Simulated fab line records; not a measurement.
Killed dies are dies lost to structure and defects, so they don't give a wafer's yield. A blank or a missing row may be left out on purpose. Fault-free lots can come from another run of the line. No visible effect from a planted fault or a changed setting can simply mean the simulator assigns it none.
fab line records | flow sky130
record: lots: 11 wafers: 32 last_day: 50
route steps=708 shown SD_N@358 LOCAL_INTERCONNECT@387 CONTACT@411
lots untouched by any fault: they come from a run of this same line in which no faults occurred
start_h: start of the lot's first displayed wafer, in hours after the record's first day | wait_h: hours from the lot's prior step to this one | " as in the row above | L1.1+2: one row covering several wafers at once | - value missing, or start not given | * or withheld: withheld | < > ~ a bound
route shown NAME@n: a module of which the file shows steps, and the number in the route of the first | usual: mean/standard deviation of fault-free wafers | same: alike in all rows | chamber/n: place in a boat | sites: per-site readings | _std_site: standard deviation of those values | _edge_site: the outer-site mean with the inner-site mean subtracted | radius_mm: for every site, how far away it sits from the centre of the wafer | mask NAME#n: copy n | behind: the last tool/chamber to shape the wafer | hold: reason for holding the lot/hours on hold/outcome of the hold | device: whichever transistor did not switch (one of n, p or np) | end of line: the route-end tests of the same wafers | a step given without rows: its recipe and nothing more | killed: count of dies lost to structure and defects at first sort (not the wafer's yield) | map: shows each die of a wafer: x if killed, . if not, _ if none is there
set.NAME: the setting the step ran with; set.NAME@STEP: the setting that earlier step ran with | model.NAME: the simulator's own value behind a step, which no gauge read
a sample of lots followed through the steps of the route, with each step as a table and each wafer as a row
services: a tool's chamber out of use, with start hour (start_h, from the record's first day; less than 0 if before it), hours out, and reason
== steps ==
step: SKY_SD_N_RS_MEAS_16
recipe: thk_meas_gauge: four-point-probe
usual: SD_N_RS: 68.63/0.11
columns lot.wafer tool chamber start_h wait_h SD_N_RS[ohm/sq]
L810.1 film_metro-04 - 662.04 0.1 68.85
L810.3 " - " " 68.71
L810.5 " - " " 68.84
L812.1 film_metro-04 - 680.93 0.1 68.70
L812.2 " - " " 68.65
L812.6 " - " " 68.65
L813.2 film_metro-02 - 684.70 0.1 68.63
L813.3 " - " " 68.71
L813.5 " - " " 68.54
L814.4 film_metro-03 - 700.55 0.1 68.77
L814.5 " - " " 68.73
L815.1 film_metro-04 - 702.54 0.1 68.57
L815.4 " - " " 68.57
L815.5 " - " " 68.52
L823.3 film_metro-02 - 760.68 0.1 68.47
L823.4 " - " " 68.48
L823.6 " - " " 68.56
L824.1 film_metro-02 - 768.44 0.1 68.52
L824.3 " - " " 68.52
L824.5 " - " " 68.52
L828.4 film_metro-04 - 802.30 0.1 68.84
L828.5 " - " " 68.88
L828.6 " - " " 68.86
L829.1 film_metro-03 - 808.99 0.1 68.81
L829.5 " - " " 68.76
L829.6 " - " " 68.72
L831.1 film_metro-03 - 820.48 0.1 68.42
L831.2 " - " " 68.61
L831.3 " - " " 68.53
L832.1 film_metro-04 - 827.33 0.1 68.63
L832.4 " - " " 68.75
L832.6 " - " " 68.73
step: SKY_LOCAL_INTERCONNECT_SPUTTER_00
recipe: material: TiN target_thk_nm: 100 temp_c: 300 power_w: 6500 time_s: 83.3 chamber_pressure_pa: 0.4
usual: susceptor_temp_C: 299.99/0.19 throttle_valve_pct: 30.3/1.1
columns lot.wafer tool chamber start_h wait_h susceptor_temp_C throttle_valve_pct
L810.1 pvd_sputter-04 - 691.71 0.1 300.47 30.4
L810.3 " - " " 299.92 28.8
L810.5 " - " " 299.93 30.4
L812.1 pvd_sputter-02 - 711.46 0.1 300.12 29.6
L812.2 " - " " 299.96 29.8
L812.6 " - " " 300.12 29.0
L813.2 pvd_sputter-01 - 715.20 0.2 299.79 32.1
L813.3 " - " " 300.22 31.5
L813.5 " - " " 300.05 31.8
L814.4 pvd_sputter-02 - 730.29 0.1 300.14 31.0
L814.5 " - " " 299.91 29.8
L815.1 pvd_sputter-02 - 732.46 0.1 299.83 29.0
L815.4 " - " " 300.30 29.6
L815.5 " - " " 300.41 30.2
L823.3 pvd_sputter-04 - 789.98 0.2 300.20 30.7
L823.4 " - " " 299.89 30.3
L823.6 " - " " 300.05 29.6
L824.1 pvd_sputter-02 - 797.92 0.1 300.00 30.9
L824.3 " - " " 299.78 29.6
L824.5 " - " " 299.88 29.7
L828.4 pvd_sputter-01 - 830.83 0.1 299.97 32.0
L828.5 " - " " 299.96 29.0
L828.6 " - " " 299.85 31.5
L829.1 pvd_sputter-04 - 838.43 0.2 299.68 30.8
L829.5 " - " " 300.08 30.2
L829.6 " - " " 299.98 30.1
L831.1 pvd_sputter-04 - 848.69 0.2 299.77 29.0
L831.2 " - " " 299.94 30.9
L831.3 " - " " 299.86 30.5
L832.1 pvd_sputter-02 - 855.91 0.1 300.24 30.8
L832.4 " - " " 299.72 29.5
L832.6 " - " " 300.20 31.2
step: SKY_LOCAL_INTERCONNECT_RS_MEAS_01
recipe: thk_meas_gauge: four-point-probe reads: TiN_of_LOCAL_INTERCONNECT_SPUTTER_00
usual: LOCAL_INTERCONNECT_TIN_RS: 14.22/0.17
columns lot.wafer tool chamber start_h wait_h hold LOCAL_INTERCONNECT_TIN_RS[ohm/sq]
L810.1 film_metro-01 - 691.78 0.0 - 14.25
L810.3 " - " " - 14.23
L810.5 " - " " - 14.27
L812.1 film_metro-04 - 711.53 0.0 - 14.63
L812.2 " - " " - 14.21
L812.6 " - " " - 14.28
L813.2 film_metro-04 - 715.28 0.1 - 14.16
L813.3 " - " " - 14.38
L813.5 " - " " - 14.18
L814.4 film_metro-02 - 730.42 0.1 await_dispo/0.2h/release 13.50
L814.5 " - " " await_dispo/0.2h/release 14.02
L814.4 film_metro-02 - 730.70 0.3 - 13.47
L814.5 " - " " - 14.02
L815.1 film_metro-02 - 732.53 0.0 - 13.55
L815.4 " - " " - 13.92
L815.5 " - " " - 13.98
L823.3 film_metro-01 - 790.08 0.1 - 14.20
L823.4 " - " " - 14.28
L823.6 " - " " - 14.43
L824.1 film_metro-01 - 797.98 0.0 - 14.14
L824.3 " - " " - 14.48
L824.5 " - " " - 13.96
L828.4 film_metro-01 - 830.95 0.1 - 14.10
L828.5 " - " " - 14.22
L828.6 " - " " - 14.08
L829.1 film_metro-04 - 838.49 0.0 - 14.17
L829.5 " - " " - 14.25
L829.6 " - " " - 14.24
L831.1 film_metro-04 - 848.75 0.0 - 14.22
L831.2 " - " " - 14.12
L831.3 " - " " - 14.08
L832.1 film_metro-04 - 855.98 0.0 - 14.20
L832.4 " - " " - 14.41
L832.6 " - " " - 14.22
step: SKY_LOCAL_INTERCONNECT_METAL_ETCH_14
recipe: target_depth_nm: 110 stop_on: PSG chemistry: Cl2/BCl3 target: TiN resist_sidewall_deg: 88 pressure_mtorr: 10 icp_w: 900 bias_w: 48.5 Cl2_flow_sccm: 60 bcl3_flow_sccm: 30 time_s: 31.4
usual: drypump_motor_current_A: 6.0/0.48 mfc_cl2_sccm: 60.02/0.18 oes_product_au: 0.939/0.0082 throttle_valve_pct: 21.903/0.01
columns lot.wafer tool chamber start_h wait_h drypump_motor_current_A mfc_cl2_sccm oes_product_au rf_hours_counter_h throttle_valve_pct
L810.1 rie_metal-03 0 720.17 0.0 5.7 60.02 0.941 0 21.889
L810.3 " 0 " " 5.7 59.91 0.938 - 21.915
L810.5 " 1 " " 6.5 60.39 0.933 - 21.906
L812.1 rie_metal-03 0 739.76 0.0 5.7 59.78 0.929 1 21.900
L812.2 " 1 " " 6.5 60.17 0.944 10 21.913
L812.6 " 0 " " 5.7 60.06 0.934 - 21.902
L813.2 rie_metal-03 1 743.12 0.0 6.5 60.06 0.940 11 21.900
L813.3 " 1 " " 6.5 60.05 0.933 - 21.905
L813.5 " 0 " " 5.7 59.92 0.937 - 21.903
L814.4 rie_metal-01 0 757.38 0.0 5.6 60.25 0.963 - 21.887
L814.5 " 1 " " 6.6 59.89 0.939 - 21.891
L815.1 rie_metal-02 1 759.23 0.0 5.8 60.14 0.972 10 21.892
L815.4 " 0 " " 5.3 60.06 0.951 - 21.894
L815.5 " 0 " " 5.3 60.23 0.945 - 21.896
L823.3 rie_metal-03 0 817.19 0.0 5.7 59.80 0.935 - 21.884
L823.4 " 1 " " 6.5 59.76 0.935 - 21.916
L823.6 " 0 " " 5.6 59.84 0.936 - 21.916
L824.1 rie_metal-03 1 824.71 0.0 6.5 60.11 0.944 13 21.884
L824.3 " 0 " " 5.6 60.37 0.933 - 21.916
L824.5 " 1 " " 6.6 60.24 0.949 - 21.907
L828.4 rie_metal-03 1 857.03 0.0 6.5 60.25 0.940 - 21.911
L828.5 " 0 " " 5.6 59.81 0.942 - 21.908
L828.6 " 1 " " 6.5 60.28 0.946 - 21.886
L829.1 rie_metal-01 1 864.58 0.0 6.6 59.99 0.942 6 21.913
L829.5 " 0 " " 5.6 60.23 0.938 - 21.896
L829.6 " 1 " " 6.6 60.24 0.955 - 21.899
L831.1 rie_metal-03 0 875.03 0.0 5.6 59.94 0.936 5 21.902
L831.2 " 1 " " 6.5 60.03 0.942 15 21.909
L831.3 " 0 " " 5.7 60.06 0.950 - 21.883
L832.1 rie_metal-02 1 882.31 0.0 5.8 60.16 0.940 14 21.886
L832.4 " 0 " " 5.3 60.21 0.918 - 21.931
L832.6 " 1 " " 5.8 59.84 0.939 - 21.910
step: SKY_CONTACT_BOW_MEAS_05
recipe: mode: bow
usual: CONTACT_BOW: 81/6.8
columns lot.wafer tool chamber start_h wait_h CONTACT_BOW[um]
L810.1 film_metro-03 - 721.34 0.1 71
L810.3 " - " " 84
L810.5 " - " " 88
L812.1 film_metro-01 - 740.93 0.1 89
L812.2 " - " " 76
L812.6 " - " " 88
L813.2 film_metro-02 - 744.30 0.2 75
L813.3 " - " " 85
L813.5 " - " " 69
L814.4 film_metro-02 - 758.63 0.3 75
L814.5 " - " " 80
L815.1 film_metro-01 - 760.40 0.1 85
L815.4 " - " " 84
L815.5 " - " " 78
L823.3 film_metro-01 - 818.38 0.1 83
L823.4 " - " " 71
L823.6 " - " " 72
L824.1 film_metro-01 - 825.88 0.1 76
L824.3 " - " " 80
L824.5 " - " " 77
L828.4 film_metro-03 - 858.28 0.2 77
L828.5 " - " " 70
L828.6 " - " " 75
L829.1 film_metro-02 - 865.76 0.1 82
L829.5 " - " " 74
L829.6 " - " " 87
L831.1 film_metro-03 - 876.21 0.1 77
L831.2 " - " " 66
L831.3 " - " " 81
L832.1 film_metro-03 - 883.50 0.2 79
L832.4 " - " " 83
L832.6 " - " " 79
step: SKY_CONTACT_CD_MEAS_14
recipe: target_cd_nm: 170
usual: cd_nm: 170.2/1.4
columns lot.wafer tool chamber start_h wait_h cd_nm
L810.1 cd_sem-02 - 749.41 - 170.5
L810.3 " - " " 171.0
L810.5 " - " " 168.9
L812.1 cd_sem-01 - 768.49 - 168.0
L812.2 " - " " 166.9
L812.6 " - " " 169.2
L813.2 cd_sem-01 - 770.91 - 170.3
L813.3 " - " " 168.6
L813.5 " - " " 169.6
L814.4 cd_sem-02 - 785.50 - 169.9
L814.5 " - " " 170.6
L815.1 cd_sem-01 - 787.45 - 171.9
L815.4 " - " " 172.6
L815.5 " - " " 172.3
L823.3 cd_sem-02 - 844.10 - 171.2
L823.4 " - " " 169.8
L823.6 " - " " 169.6
L824.1 cd_sem-02 - 851.95 - 170.5
L824.3 " - " " 170.3
L824.5 " - " " 171.2
L828.4 cd_sem-02 - 884.72 - 170.1
L828.5 " - " " 168.8
L828.6 " - " " 168.9
L829.1 cd_sem-02 - 891.40 - 171.8
L829.5 " - " " 170.9
L829.6 " - " " 172.1
L831.1 cd_sem-02 - 902.16 - 171.5
L831.2 " - " " 171.4
L831.3 " - " " 172.6
L832.1 cd_sem-01 - 909.45 - 172.9
L832.4 " - " " 173.5
L832.6 " - " " 169.9
== services ==
columns tool chamber start_h hours kind
pvd_sputter-04 - 683.28 4.5 repair
pvd_sputter-02 - 685.83 1.3 repair
rie_metal-03 0 693.47 - clean
rie_metal-03 0 693.47 19.1 scheduled_down
rie_metal-03 0 693.47 19.1 vent_cycle
rie_metal-01 1 697.69 - clean
rie_metal-01 1 697.69 26.3 scheduled_down
rie_metal-01 1 697.69 26.3 vent_cycle
pvd_sputter-04 - 714.35 0.5 repair
rie_metal-03 - 722.17 6.0 repair
rie_metal-02 - 759.52 2.8 pm
rie_metal-01 0 789.41 - clean
rie_metal-01 0 789.41 17.8 scheduled_down
rie_metal-01 0 789.41 17.8 vent_cycle
rie_metal-03 - 810.01 1.4 pm
pvd_sputter-02 - 819.48 4.2 repair
pvd_sputter-04 - 880.82 6.8 repair
== key ==
first_sign: step: SKY_LOCAL_INTERCONNECT_RS_MEAS_01 reading: LOCAL_INTERCONNECT_TIN_RS direction: down sigmas: 3.2 usual: 14.22 struck: 13.66
effect: step: SKY_LOCAL_INTERCONNECT_METAL_ETCH_14 reading: oes_product_au direction: up sigmas: 2.8 usual: 0.939 struck: 0.962
met_at SKY_LOCAL_INTERCONNECT_SPUTTER_00
struck_lots L814,L815
struck_wafers L814.4,L815.1,L815.4
tester_left_out L814,L815
not_acting_at SKY_SD_N_RS_MEAS_16,SKY_CONTACT_BOW_MEAS_05,SKY_CONTACT_CD_MEAS_14
onset_between 711.46 730.29
fault: kind: process_parameter_drift tool: pvd_sputter-02 chamber: - onset_h: 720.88 steps: SKY_LOCAL_INTERCONNECT_SPUTTER_00 channel: target_thk_nm offset: 4.5663 shape: step end_h: 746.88 scope: struck_wafers_only acts_in: these_recipes_only stated: 100
tester_left_out: of these lots the tester's yield and bins aren't shown, on N5 and GAA mostly nor the transistor test; their killed dies are dies lost to structure and defects alone, not to doping, threshold or leakage, so they don't give the yield
